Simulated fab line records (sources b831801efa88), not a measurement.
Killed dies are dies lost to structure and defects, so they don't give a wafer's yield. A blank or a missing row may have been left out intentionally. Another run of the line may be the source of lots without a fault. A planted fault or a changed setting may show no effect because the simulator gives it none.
A lot that was struck, set against a sound lot | flow sky130 | 14 out of 708 route steps
Sound: wafers L968.1, L968.4, L968.5. Struck: wafer L954.2. (L954.4, L954.5 of the same lot were not struck and are left out.) The cause comes at the end.
Order at every step that has rows: each side's tool, ch and its chambers, its first start. Under that, the readings that differ: sound wafers | struck wafers | difference of the means | sigmas: that difference in standard deviations of wafers without a fault.
alike: readings with means less than 2 such deviations apart, plus words and numbers identical on both sides. not compared: withheld readings, readings lacking a value on some wafer, bounds such as >300 that could conceal the same value, and numbers that have no deviation in the record and whose values overlap.
Wherever a step has rows on one side only, a row that says differs or no value, or a row with sigmas, the two part there. Non-overlapping numbers with no deviation appear without sigmas and do not part them. Lack of a reading on every wafer of one side parts them only where that side has two or more wafers.

first, 1 step without rows for these wafers: SKY_VIA2_ETCH_14 (etches BARC in N2/H2, stops on SiO2, time 45.9 s, target depth 60 nm).
SKY_VIA2_ETCH_15: etches SiO2 in C4F8/O2/Ar, stops on TiN, target depth 546 nm, time 84 s.
  sound on rie_diel-01 ch 2,3, day 41 20:58; struck on rie_diel-01 ch 2, day 37 15:58
  alike: oes_product_au, rf_fwd_power_W
  not compared: rf_hours_counter_h
SKY_VIA2_STRIP_16: strips in O2/N2.
  sound on plasma_asher-03 ch 0, day 41 21:01; struck on plasma_asher-03 ch 1, day 37 16:01
  alike: drypump_motor_current_A, oes_product_au, strip_time_to_endpoint_s
  not compared: rf_hours_counter_h
then, 4 steps without rows for these wafers: SKY_VIA2_STRIP_17 (strips in post etch residue remover, time 1200 s); SKY_VIA2_CLEAN_18 (cleans in IPA, time 180 s); SKY_VIA2_CLEAN_19 (cleans in O3/DIW); SKY_VIA2_SPUTTER_20 (material TiN, target thk 20 nm, time 80 s).
SKY_VIA2_CVD_21: deposits W, target thk 420 nm, time 126.4 s.
  sound on cvd_w-02 ch 0,1, day 41 21:41; struck on cvd_w-01 ch 0, day 37 16:45
  alike: chamber_pressure_Torr, heater_power_w
SKY_VIA2_RS_MEAS_22: measures by four-point-probe.
  struck on film_metro-02, day 37 16:54; sound on film_metro-03, day 41 21:49
  reading            | sound                | struck | difference | sigmas
  VIA2_W_RS (ohm/sq) | 0.2747 0.2720 0.2739 | 0.2685 | -0.0050    | -2
SKY_VIA2_THK_MEAS_23: measures by xrf.
  struck on film_metro-02, day 37 17:01; sound on film_metro-03, day 41 21:56
  alike: VIA2_W_THK
SKY_VIA2_CMP_24: polishes, stops on SiO2, t overpolish 20 s, target thk 0 nm.
  sound on cmp-01 ch 0,2, day 41 21:59; struck on cmp-02 ch 0, day 37 17:04
  reading                | sound    | struck | difference | sigmas
  time_to_endpoint_s (s) | 96 95 95 | 103    | +8         | +2
  alike: head_pressure_psi, motor_current_A, overpolish_run_s
then, 1 step without rows for these wafers: SKY_METAL3_SPUTTER_00 (material Ti, target thk 15 nm, time 10 s).
SKY_METAL3_SPUTTER_01: material TiN, target thk 20 nm, time 16.7 s.
  struck on pvd_sputter-04, day 37 17:23; sound on pvd_sputter-03, day 41 22:19
  reading                                    | sound                | struck | difference | sigmas
  chamber_pressure_pa (Pa)                   | 0.3999 0.3995 0.3998 | 0.4918 | +0.0921    | +99 or more
  throttle_valve_pct (%)                     | 28.7 28.9 29.6       | 26.2   | -2.9       | -4
  model.TiN_of_METAL3_SPUTTER_01.thk_nm (nm) | 20.34 20.26 20.01    | 19.37  | -0.83      |
SKY_METAL3_SPUTTER_02: material AlCu, target thk 735 nm, time 39.1 s.
  struck on pvd_sputter-04, day 37 17:25; sound on pvd_sputter-03, day 41 22:20
  alike: chamber_pressure_pa, throttle_valve_pct

WHERE THEY PART
At SKY_VIA2_RS_MEAS_22 first; at SKY_METAL3_SPUTTER_01 last (within this record only). Later steps at which nothing parts them and some readings are alike: SKY_METAL3_SPUTTER_02.

WHY: the cause the simulator had injected
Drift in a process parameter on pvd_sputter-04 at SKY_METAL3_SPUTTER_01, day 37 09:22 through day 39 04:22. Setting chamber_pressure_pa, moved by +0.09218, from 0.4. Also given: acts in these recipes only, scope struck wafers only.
